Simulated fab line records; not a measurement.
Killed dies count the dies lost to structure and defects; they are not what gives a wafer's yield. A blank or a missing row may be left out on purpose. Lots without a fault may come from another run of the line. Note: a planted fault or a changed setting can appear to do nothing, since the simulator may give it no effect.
Which tool did it? || flow sky130 || 24 lots with 72 wafers sampled at 6 steps, on a route of 708 steps

## WHAT THE GAUGES READ, wafer by wafer
SKY_FIELD_ISO_THK_MEAS_04. Usual: for FIELD_ISO_CVD_03_THK the level is 164.2 nm and the standard deviation is 1.2.
{"lot": "L074", "measured": "day 1 14:25", "on": "film_metro-01", "FIELD_ISO_CVD_03_THK (nm)": "166.0 164.8 167.1", "flag": ""}
{"lot": "L075", "measured": "day 1 18:51", "on": "film_metro-04", "FIELD_ISO_CVD_03_THK (nm)": "162.9 162.6 163.7", "flag": ""}
{"lot": "L076", "measured": "day 1 23:29", "on": "film_metro-04", "FIELD_ISO_CVD_03_THK (nm)": "164.2 164.9 164.0", "flag": ""}
{"lot": "L077", "measured": "day 2 07:18", "on": "film_metro-01", "FIELD_ISO_CVD_03_THK (nm)": "162.5 164.4 164.5", "flag": ""}
{"lot": "L078", "measured": "day 2 09:53", "on": "film_metro-04", "FIELD_ISO_CVD_03_THK (nm)": "163.4 162.8 163.3", "flag": ""}
{"lot": "L079", "measured": "day 2 15:04", "on": "film_metro-01", "FIELD_ISO_CVD_03_THK (nm)": "163.0 163.9 163.3", "flag": ""}
{"lot": "L080", "measured": "day 2 22:15", "on": "film_metro-01", "FIELD_ISO_CVD_03_THK (nm)": "163.1 162.3 161.6", "flag": ""}
{"lot": "L081", "measured": "day 3 02:37", "on": "film_metro-03", "FIELD_ISO_CVD_03_THK (nm)": "164.5 164.2 162.9", "flag": ""}
{"lot": "L082", "measured": "day 3 06:41", "on": "film_metro-01", "FIELD_ISO_CVD_03_THK (nm)": "164.1 163.9 163.4", "flag": ""}
{"lot": "L083", "measured": "day 3 10:55", "on": "film_metro-03", "FIELD_ISO_CVD_03_THK (nm)": "163.6 164.7 164.7", "flag": ""}
{"lot": "L084", "measured": "day 3 17:44", "on": "film_metro-04", "FIELD_ISO_CVD_03_THK (nm)": "164.1 164.4 163.6", "flag": ""}
{"lot": "L085", "measured": "day 3 20:55", "on": "film_metro-04", "FIELD_ISO_CVD_03_THK (nm)": "164.1 162.6 164.5", "flag": ""}
{"lot": "L086", "measured": "day 4 01:29", "on": "film_metro-03", "FIELD_ISO_CVD_03_THK (nm)": "163.9 164.1 163.3", "flag": ""}
{"lot": "L087", "measured": "day 4 06:29", "on": "film_metro-03", "FIELD_ISO_CVD_03_THK (nm)": "165.2 164.4 164.3", "flag": ""}
{"lot": "L088", "measured": "day 4 11:30", "on": "film_metro-03", "FIELD_ISO_CVD_03_THK (nm)": "166.6 166.4 164.1", "flag": ""}
{"lot": "L089", "measured": "day 4 17:29", "on": "film_metro-04", "FIELD_ISO_CVD_03_THK (nm)": "165.3 164.9 165.3", "flag": ""}
{"lot": "L090", "measured": "day 4 21:44", "on": "film_metro-04", "FIELD_ISO_CVD_03_THK (nm)": "163.9 164.0 164.6", "flag": ""}
{"lot": "L091", "measured": "day 5 02:41", "on": "film_metro-03", "FIELD_ISO_CVD_03_THK (nm)": "163.3 163.1 163.4", "flag": ""}
{"lot": "L092", "measured": "day 5 08:33", "on": "film_metro-04", "FIELD_ISO_CVD_03_THK (nm)": "165.9 164.9 165.1", "flag": ""}
{"lot": "L093", "measured": "day 5 14:47", "on": "film_metro-01", "FIELD_ISO_CVD_03_THK (nm)": "166.2 165.6 165.8", "flag": ""}
{"lot": "L094", "measured": "day 5 21:09", "on": "film_metro-01", "FIELD_ISO_CVD_03_THK (nm)": "161.6 163.0 163.3", "flag": ""}
{"lot": "L095", "measured": "day 6 07:06", "on": "film_metro-03", "FIELD_ISO_CVD_03_THK (nm)": "165.1 163.6 166.1", "flag": ""}
{"lot": "L096", "measured": "day 6 07:06", "on": "film_metro-04", "FIELD_ISO_CVD_03_THK (nm)": "165.3 165.6 166.4", "flag": ""}
{"lot": "L097", "measured": "day 6 15:41", "on": "film_metro-03", "FIELD_ISO_CVD_03_THK (nm)": "165.3 165.4 165.1", "flag": ""}

SKY_NWELL_RS_MEAS_29: the measuring method here is four-point-probe. Usual: for NWELL_RS the level is 625.0 ohm/sq and the standard deviation is 1.7.
{"lot": "L074", "measured": "day 5 04:04", "on": "film_metro-01", "NWELL_RS (ohm/sq)": "624.1 623.2 623.9", "flag": ""}
{"lot": "L075", "measured": "day 6 02:05", "on": "film_metro-02", "NWELL_RS (ohm/sq)": "626.9 625.1 625.6", "flag": ""}
{"lot": "L076", "measured": "day 6 01:47", "on": "film_metro-03", "NWELL_RS (ohm/sq)": "627.7 627.8 624.9", "flag": ""}
{"lot": "L077", "measured": "day 6 08:38", "on": "film_metro-03", "NWELL_RS (ohm/sq)": "625.4 626.8 626.1", "flag": ""}
{"lot": "L078", "measured": "day 6 08:23", "on": "film_metro-02", "NWELL_RS (ohm/sq)": "625.9 624.7 627.6", "flag": ""}
{"lot": "L079", "measured": "day 6 12:28", "on": "film_metro-01", "NWELL_RS (ohm/sq)": "627.9 626.4 626.3", "flag": ""}
{"lot": "L080", "measured": "day 6 18:23", "on": "film_metro-03", "NWELL_RS (ohm/sq)": "625.9 625.4 624.9", "flag": ""}
{"lot": "L081", "measured": "day 7 00:22", "on": "film_metro-03", "NWELL_RS (ohm/sq)": "624.8 625.7 624.3", "flag": ""}
{"lot": "L082", "measured": "day 7 06:44", "on": "film_metro-03", "NWELL_RS (ohm/sq)": "623.7 622.6 620.4", "flag": ""}
{"lot": "L083", "measured": "day 7 14:17", "on": "film_metro-02", "NWELL_RS (ohm/sq)": "623.8 624.8 624.1", "flag": ""}
{"lot": "L084", "measured": "day 7 18:38", "on": "film_metro-02", "NWELL_RS (ohm/sq)": "624.3 622.7 623.8", "flag": ""}
{"lot": "L085", "measured": "day 8 03:36", "on": "film_metro-01", "NWELL_RS (ohm/sq)": "626.3 628.4 627.5", "flag": ""}
{"lot": "L086", "measured": "day 8 05:31", "on": "film_metro-01", "NWELL_RS (ohm/sq)": "624.1 626.2 626.3", "flag": ""}
{"lot": "L087", "measured": "day 8 11:20", "on": "film_metro-03", "NWELL_RS (ohm/sq)": "623.7 623.0 624.0", "flag": ""}
{"lot": "L088", "measured": "day 8 20:41", "on": "film_metro-01", "NWELL_RS (ohm/sq)": "627.1 626.7 628.6", "flag": ""}
{"lot": "L089", "measured": "day 9 23:29", "on": "film_metro-03", "NWELL_RS (ohm/sq)": "624.6 624.5 624.5", "flag": ""}
{"lot": "L090", "measured": "day 9 22:29", "on": "film_metro-02", "NWELL_RS (ohm/sq)": "624.0 625.3 625.5", "flag": ""}
{"lot": "L091", "measured": "day 10 00:54", "on": "film_metro-03", "NWELL_RS (ohm/sq)": "622.7 628.6 624.6", "flag": ""}
{"lot": "L092", "measured": "day 10 08:29", "on": "film_metro-02", "NWELL_RS (ohm/sq)": "623.3 622.3 624.8", "flag": ""}
{"lot": "L093", "measured": "day 10 07:02", "on": "film_metro-01", "NWELL_RS (ohm/sq)": "621.8 622.1 623.2", "flag": ""}
{"lot": "L094", "measured": "day 10 09:14", "on": "film_metro-01", "NWELL_RS (ohm/sq)": "626.8 625.8 625.7", "flag": ""}
{"lot": "L095", "measured": "day 10 21:34", "on": "film_metro-02", "NWELL_RS (ohm/sq)": "624.8 623.6 621.8", "flag": ""}
{"lot": "L096", "measured": "day 10 21:08", "on": "film_metro-03", "NWELL_RS (ohm/sq)": "623.6 623.1 624.8", "flag": ""}
{"lot": "L097", "measured": "day 11 09:58", "on": "film_metro-03", "NWELL_RS (ohm/sq)": "625.1 624.4 625.1", "flag": ""}

SKY_POLY_CUT_CD_MEAS_08: the cd target is 270 nm. Usual: cd_nm at 269.5 nm, with a standard deviation of 1.5.
{"lot": "L074", "measured": "day 23 17:46", "on": "cd_sem-01", "cd_nm (nm)": "268.4 269.3 269.5", "flag": ""}
{"lot": "L075", "measured": "day 25 07:29", "on": "cd_sem-01", "cd_nm (nm)": "269.9 270.3 269.3", "flag": ""}
{"lot": "L076", "measured": "day 24 23:11", "on": "cd_sem-02", "cd_nm (nm)": "267.9 268.5 267.1", "flag": ""}
{"lot": "L077", "measured": "day 25 16:14", "on": "cd_sem-01", "cd_nm (nm)": "269.1 270.0 268.7", "flag": ""}
{"lot": "L078", "measured": "day 25 12:23", "on": "cd_sem-02", "cd_nm (nm)": "269.3 270.0 268.9", "flag": ""}
{"lot": "L079", "measured": "day 26 06:34", "on": "cd_sem-01", "cd_nm (nm)": "267.6 266.1 266.8", "flag": ""}
{"lot": "L080", "measured": "day 26 11:07", "on": "cd_sem-02", "cd_nm (nm)": "268.4 267.4 268.3", "flag": ""}
{"lot": "L081", "measured": "day 26 15:25", "on": "cd_sem-01", "cd_nm (nm)": "269.0 269.9 270.8", "flag": ""}
{"lot": "L082", "measured": "day 26 22:44", "on": "cd_sem-02", "cd_nm (nm)": "269.2 270.2 269.4", "flag": ""}
{"lot": "L083", "measured": "day 27 06:17", "on": "cd_sem-01", "cd_nm (nm)": "269.8 269.2 268.6", "flag": ""}
{"lot": "L084", "measured": "day 28 04:14", "on": "cd_sem-02", "cd_nm (nm)": "272.8 271.6 271.1", "flag": ""}
{"lot": "L085", "measured": "day 28 05:39", "on": "cd_sem-02", "cd_nm (nm)": "268.4 267.5 267.9", "flag": ""}
{"lot": "L086", "measured": "day 28 08:17", "on": "cd_sem-02", "cd_nm (nm)": "271.8 271.6 273.0", "flag": ""}
{"lot": "L087", "measured": "day 28 09:59", "on": "cd_sem-02", "cd_nm (nm)": "272.1 270.5 270.3", "flag": ""}
{"lot": "L088", "measured": "day 29 00:47", "on": "cd_sem-02", "cd_nm (nm)": "265.7 266.7 265.9", "flag": ""}
{"lot": "L089", "measured": "day 30 09:38", "on": "cd_sem-02", "cd_nm (nm)": "270.1 268.7 270.1", "flag": ""}
{"lot": "L090", "measured": "day 30 08:02", "on": "cd_sem-01", "cd_nm (nm)": "269.6 267.0 269.4", "flag": ""}
{"lot": "L091", "measured": "day 30 16:36", "on": "cd_sem-01", "cd_nm (nm)": "270.0 268.1 271.9", "flag": ""}
{"lot": "L092", "measured": "day 31 02:20", "on": "cd_sem-01", "cd_nm (nm)": "269.3 270.1 270.6", "flag": ""}
{"lot": "L093", "measured": "day 30 22:08", "on": "cd_sem-01", "cd_nm (nm)": "270.6 270.4 269.5", "flag": ""}
{"lot": "L094", "measured": "day 31 00:59", "on": "cd_sem-02", "cd_nm (nm)": "268.4 269.4 269.5", "flag": ""}
{"lot": "L095", "measured": "day 31 17:53", "on": "cd_sem-02", "cd_nm (nm)": "270.9 271.5 269.4", "flag": ""}
{"lot": "L096", "measured": "day 31 14:50", "on": "cd_sem-02", "cd_nm (nm)": "270.2 268.9 270.4", "flag": ""}
{"lot": "L097", "measured": "day 32 09:19", "on": "cd_sem-02", "cd_nm (nm)": "269.6 272.2 269.9", "flag": ""}

SKY_SD_P_TW_MEAS_11. Usual: for SD_P_TW the level is 2828 and the standard deviation is 20.
{"lot": "L074", "measured": "day 24 23:10", "on": "film_metro-02", "SD_P_TW": "2877 2867 2877", "flag": ""}
{"lot": "L075", "measured": "day 26 13:17", "on": "film_metro-03", "SD_P_TW": "2821 2799 2804", "flag": ""}
{"lot": "L076", "measured": "day 26 04:59", "on": "film_metro-03", "SD_P_TW": "2810 2810 2813", "flag": ""}
{"lot": "L077", "measured": "day 26 21:29", "on": "film_metro-02", "SD_P_TW": "2850 2849 2855", "flag": ""}
{"lot": "L078", "measured": "day 26 17:42", "on": "film_metro-04", "SD_P_TW": "2824 2827 2821", "flag": ""}
{"lot": "L079", "measured": "day 27 11:25", "on": "film_metro-04", "SD_P_TW": "2805 2808 2813", "flag": ""}
{"lot": "L080", "measured": "day 27 15:30", "on": "film_metro-03", "SD_P_TW": "2787 2798 2816", "flag": ""}
{"lot": "L081", "measured": "day 27 20:31", "on": "film_metro-02", "SD_P_TW": "2831 2837 2856", "flag": ""}
{"lot": "L082", "measured": "day 28 03:21", "on": "film_metro-03", "SD_P_TW": "2806 2816 2824", "flag": ""}
{"lot": "L083", "measured": "day 28 11:10", "on": "film_metro-03", "SD_P_TW": "2804 2808 2814", "flag": ""}
{"lot": "L084", "measured": "day 29 09:30", "on": "film_metro-02", "SD_P_TW": "2840 2843 2846", "flag": ""}
{"lot": "L085", "measured": "day 29 11:17", "on": "film_metro-03", "SD_P_TW": "2783 2809 2805", "flag": ""}
{"lot": "L086", "measured": "day 29 12:53", "on": "film_metro-02", "SD_P_TW": "2848 2854 2837", "flag": ""}
{"lot": "L087", "measured": "day 29 14:56", "on": "film_metro-02", "SD_P_TW": "2843 2844 2843", "flag": ""}
{"lot": "L088", "measured": "day 30 06:16", "on": "film_metro-03", "SD_P_TW": "2844 2846 2816", "flag": ""}
{"lot": "L089", "measured": "day 31 13:18", "on": "film_metro-04", "SD_P_TW": "2814 2840 2830", "flag": ""}
{"lot": "L090", "measured": "day 31 11:13", "on": "film_metro-03", "SD_P_TW": "2797 2804 2803", "flag": ""}
{"lot": "L091", "measured": "day 31 20:40", "on": "film_metro-03", "SD_P_TW": "2815 2807 2815", "flag": ""}
{"lot": "L092", "measured": "day 32 06:02", "on": "film_metro-04", "SD_P_TW": "2829 2811 2821", "flag": ""}
{"lot": "L093", "measured": "day 32 02:09", "on": "film_metro-03", "SD_P_TW": "2835 2830 2830", "flag": ""}
{"lot": "L094", "measured": "day 32 04:13", "on": "film_metro-02", "SD_P_TW": "2846 2861 2841", "flag": ""}
{"lot": "L095", "measured": "day 32 21:39", "on": "film_metro-02", "SD_P_TW": "2841 2835 2848", "flag": ""}
{"lot": "L096", "measured": "day 32 18:48", "on": "film_metro-02", "SD_P_TW": "2846 2831 2835", "flag": ""}
{"lot": "L097", "measured": "day 33 12:19", "on": "film_metro-02", "SD_P_TW": "2832 2839 2846", "flag": ""}

SKY_CONTACT_BOW_MEAS_05. Usual: for CONTACT_BOW the level is 80 um and the standard deviation is 7.1.
{"lot": "L074", "measured": "day 29 21:18", "on": "film_metro-01", "CONTACT_BOW (um)": "90 90 81", "flag": ""}
{"lot": "L075", "measured": "day 31 08:34", "on": "film_metro-01", "CONTACT_BOW (um)": "83 74 86", "flag": ""}
{"lot": "L076", "measured": "day 31 02:07", "on": "film_metro-03", "CONTACT_BOW (um)": "83 85 83", "flag": ""}
{"lot": "L077", "measured": "day 31 20:40", "on": "film_metro-01", "CONTACT_BOW (um)": "70 78 83", "flag": ""}
{"lot": "L078", "measured": "day 31 15:11", "on": "film_metro-01", "CONTACT_BOW (um)": "80 79 88", "flag": ""}
{"lot": "L079", "measured": "day 32 08:19", "on": "film_metro-01", "CONTACT_BOW (um)": "83 90 77", "flag": ""}
{"lot": "L080", "measured": "day 32 12:22", "on": "film_metro-03", "CONTACT_BOW (um)": "85 88 75", "flag": ""}
{"lot": "L081", "measured": "day 32 16:56", "on": "film_metro-04", "CONTACT_BOW (um)": "89 84 88", "flag": ""}
{"lot": "L082", "measured": "day 33 00:12", "on": "film_metro-04", "CONTACT_BOW (um)": "79 79 79", "flag": ""}
{"lot": "L083", "measured": "day 33 06:46", "on": "film_metro-01", "CONTACT_BOW (um)": "80 77 73", "flag": ""}
{"lot": "L084", "measured": "day 34 02:32", "on": "film_metro-03", "CONTACT_BOW (um)": "72 79 80", "flag": ""}
{"lot": "L085", "measured": "day 34 04:50", "on": "film_metro-04", "CONTACT_BOW (um)": "77 81 65", "flag": ""}
{"lot": "L086", "measured": "day 34 05:10", "on": "film_metro-01", "CONTACT_BOW (um)": "98 83 81", "flag": ""}
{"lot": "L087", "measured": "day 34 08:19", "on": "film_metro-01", "CONTACT_BOW (um)": "68 89 89", "flag": ""}
{"lot": "L088", "measured": "day 34 19:08", "on": "film_metro-03", "CONTACT_BOW (um)": "75 78 81", "flag": ""}
{"lot": "L089", "measured": "day 35 21:38", "on": "film_metro-01", "CONTACT_BOW (um)": "68 80 80", "flag": ""}
{"lot": "L090", "measured": "day 35 20:14", "on": "film_metro-01", "CONTACT_BOW (um)": "74 73 79", "flag": ""}
{"lot": "L091", "measured": "day 36 05:20", "on": "film_metro-01", "CONTACT_BOW (um)": "85 89 92", "flag": ""}
{"lot": "L092", "measured": "day 36 14:00", "on": "film_metro-01", "CONTACT_BOW (um)": "80 80 79", "flag": ""}
{"lot": "L093", "measured": "day 36 11:52", "on": "film_metro-03", "CONTACT_BOW (um)": "81 89 67", "flag": ""}
{"lot": "L094", "measured": "day 36 12:41", "on": "film_metro-04", "CONTACT_BOW (um)": "81 74 77", "flag": ""}
{"lot": "L095", "measured": "day 37 04:29", "on": "film_metro-01", "CONTACT_BOW (um)": "95 69 84", "flag": ""}
{"lot": "L096", "measured": "day 37 02:14", "on": "film_metro-01", "CONTACT_BOW (um)": "69 71 82", "flag": ""}
{"lot": "L097", "measured": "day 37 19:57", "on": "film_metro-03", "CONTACT_BOW (um)": "74 83 100", "flag": ""}

## TOOL THAT RAN EACH LOT (tool first, then ch and the chambers of the sampled wafers, then the start)
{"lot": "L074", "SKY_NWELL_RTA_28": "rtp_anneal-01 ch 0, day 5 03:52"}
{"lot": "L075", "SKY_NWELL_RTA_28": "rtp_anneal-01 ch 0, day 6 01:59"}
{"lot": "L076", "SKY_NWELL_RTA_28": "rtp_anneal-02 ch 0, day 6 01:41"}
{"lot": "L077", "SKY_NWELL_RTA_28": "rtp_anneal-02 ch 0, day 6 08:32"}
{"lot": "L078", "SKY_NWELL_RTA_28": "rtp_anneal-01 ch 0, day 6 08:17"}
{"lot": "L079", "SKY_NWELL_RTA_28": "rtp_anneal-01 ch 0, day 6 12:22"}
{"lot": "L080", "SKY_NWELL_RTA_28": "rtp_anneal-01 ch 0, day 6 18:17"}
{"lot": "L081", "SKY_NWELL_RTA_28": "rtp_anneal-02 ch 0, day 7 00:16"}
{"lot": "L082", "SKY_NWELL_RTA_28": "rtp_anneal-02 ch 0, day 7 06:38"}
{"lot": "L083", "SKY_NWELL_RTA_28": "rtp_anneal-01 ch 0, day 7 14:11"}
{"lot": "L084", "SKY_NWELL_RTA_28": "rtp_anneal-02 ch 0, day 7 18:32"}
{"lot": "L085", "SKY_NWELL_RTA_28": "rtp_anneal-02 ch 0, day 8 03:29"}
{"lot": "L086", "SKY_NWELL_RTA_28": "rtp_anneal-01 ch 0, day 8 05:25"}
{"lot": "L087", "SKY_NWELL_RTA_28": "rtp_anneal-02 ch 0, day 8 11:14"}
{"lot": "L088", "SKY_NWELL_RTA_28": "rtp_anneal-01 ch 0, day 8 20:35"}
{"lot": "L089", "SKY_NWELL_RTA_28": "rtp_anneal-01 ch 0, day 9 23:23"}
{"lot": "L090", "SKY_NWELL_RTA_28": "rtp_anneal-02 ch 0, day 9 22:23"}
{"lot": "L091", "SKY_NWELL_RTA_28": "rtp_anneal-02 ch 0, day 10 00:47"}
{"lot": "L092", "SKY_NWELL_RTA_28": "rtp_anneal-01 ch 0, day 10 08:23"}
{"lot": "L093", "SKY_NWELL_RTA_28": "rtp_anneal-02 ch 0, day 10 06:56"}
{"lot": "L094", "SKY_NWELL_RTA_28": "rtp_anneal-02 ch 0, day 10 09:07"}
{"lot": "L095", "SKY_NWELL_RTA_28": "rtp_anneal-02 ch 0, day 10 21:22"}
{"lot": "L096", "SKY_NWELL_RTA_28": "rtp_anneal-01 ch 0, day 10 21:02"}
{"lot": "L097", "SKY_NWELL_RTA_28": "rtp_anneal-01 ch 0, day 11 09:47"}
- SKY_NWELL_RTA_28: time 30 s.

## AS READ BY THE TOOLS THEMSELVES (means over the sampled wafers that have a number; for cases with no such wafer, the mark the record gives instead)
SKY_NWELL_RTA_28. Usual: anneal_temp_c_max 1056.0, standard deviation 1.2; lamp_power_pct 25.30 %, standard deviation 0.055; wafer_temp_C_max 1054.8, standard deviation 0.9.
{"lot": "L074", "tool": "rtp_anneal-01", "anneal_temp_c_max": 1056.9, "lamp_power_pct (%)": 25.30, "wafer_temp_C_max": 1054.6, "flag": ""}
{"lot": "L075", "tool": "rtp_anneal-01", "anneal_temp_c_max": 1056.6, "lamp_power_pct (%)": 25.33, "wafer_temp_C_max": 1054.5, "flag": ""}
{"lot": "L076", "tool": "rtp_anneal-02", "anneal_temp_c_max": 1055.4, "lamp_power_pct (%)": 25.34, "wafer_temp_C_max": 1055.4, "flag": ""}
{"lot": "L077", "tool": "rtp_anneal-02", "anneal_temp_c_max": 1055.7, "lamp_power_pct (%)": 25.28, "wafer_temp_C_max": 1055.7, "flag": ""}
{"lot": "L078", "tool": "rtp_anneal-01", "anneal_temp_c_max": 1056.6, "lamp_power_pct (%)": 25.29, "wafer_temp_C_max": 1054.3, "flag": ""}
{"lot": "L079", "tool": "rtp_anneal-01", "anneal_temp_c_max": 1056.6, "lamp_power_pct (%)": 25.28, "wafer_temp_C_max": 1053.7, "flag": ""}
{"lot": "L080", "tool": "rtp_anneal-01", "anneal_temp_c_max": 1057.2, "lamp_power_pct (%)": 25.27, "wafer_temp_C_max": 1055.1, "flag": ""}
{"lot": "L081", "tool": "rtp_anneal-02", "anneal_temp_c_max": 1055.6, "lamp_power_pct (%)": 25.32, "wafer_temp_C_max": 1054.5, "flag": ""}
{"lot": "L082", "tool": "rtp_anneal-02", "anneal_temp_c_max": 1055.4, "lamp_power_pct (%)": 25.34, "wafer_temp_C_max": 1054.7, "flag": ""}
{"lot": "L083", "tool": "rtp_anneal-01", "anneal_temp_c_max": 1056.1, "lamp_power_pct (%)": 25.32, "wafer_temp_C_max": 1054.5, "flag": ""}
{"lot": "L084", "tool": "rtp_anneal-02", "anneal_temp_c_max": 1054.6, "lamp_power_pct (%)": 25.34, "wafer_temp_C_max": 1054.3, "flag": ""}
{"lot": "L085", "tool": "rtp_anneal-02", "anneal_temp_c_max": 1055.1, "lamp_power_pct (%)": 25.26, "wafer_temp_C_max": 1054.4, "flag": ""}
{"lot": "L086", "tool": "rtp_anneal-01", "anneal_temp_c_max": 1057.8, "lamp_power_pct (%)": 25.28, "wafer_temp_C_max": 1054.8, "flag": ""}
{"lot": "L087", "tool": "rtp_anneal-02", "anneal_temp_c_max": 1056.5, "lamp_power_pct (%)": 25.30, "wafer_temp_C_max": 1054.3, "flag": ""}
{"lot": "L088", "tool": "rtp_anneal-01", "anneal_temp_c_max": 1057.2, "lamp_power_pct (%)": 25.28, "wafer_temp_C_max": 1054.3, "flag": ""}
{"lot": "L089", "tool": "rtp_anneal-01", "anneal_temp_c_max": 1056.3, "lamp_power_pct (%)": 25.24, "wafer_temp_C_max": 1054.1, "flag": ""}
{"lot": "L090", "tool": "rtp_anneal-02", "anneal_temp_c_max": 1055.0, "lamp_power_pct (%)": 25.29, "wafer_temp_C_max": 1053.9, "flag": ""}
{"lot": "L091", "tool": "rtp_anneal-02", "anneal_temp_c_max": 1055.1, "lamp_power_pct (%)": 25.29, "wafer_temp_C_max": 1055.2, "flag": ""}
{"lot": "L092", "tool": "rtp_anneal-01", "anneal_temp_c_max": 1056.6, "lamp_power_pct (%)": 25.35, "wafer_temp_C_max": 1054.8, "flag": ""}
{"lot": "L093", "tool": "rtp_anneal-02", "anneal_temp_c_max": 1055.6, "lamp_power_pct (%)": 25.27, "wafer_temp_C_max": 1054.8, "flag": ""}
{"lot": "L094", "tool": "rtp_anneal-02", "anneal_temp_c_max": 1054.5, "lamp_power_pct (%)": 25.25, "wafer_temp_C_max": 1055.5, "flag": ""}
{"lot": "L095", "tool": "rtp_anneal-02", "anneal_temp_c_max": 1055.0, "lamp_power_pct (%)": 25.28, "wafer_temp_C_max": 1055.0, "flag": ""}
{"lot": "L096", "tool": "rtp_anneal-01", "anneal_temp_c_max": 1057.0, "lamp_power_pct (%)": 25.30, "wafer_temp_C_max": 1055.6, "flag": ""}
{"lot": "L097", "tool": "rtp_anneal-01", "anneal_temp_c_max": 1057.4, "lamp_power_pct (%)": 25.32, "wafer_temp_C_max": 1054.9, "flag": ""}

## THE ANSWER, worked out from the rows above alone
Rule: a lot is off if the mean of its wafers that have a number lies more than 3 standard deviations from the usual mean. A lot without any number at a reading at which 4 lots or more have one is off too. Any other lot the step has rows for is counted as sound. Order of review: gauges by route order, followed by the tools' own readings, for which a lot's mean as printed above is used. The first step at which some lot is off is used, and at that step the reading that is off furthest; a lot without a number counts as furthest.
No lot is off on any of the readings shown, so nothing can be concluded from this.

## WHAT WAS PUT IN BY THE SIMULATOR
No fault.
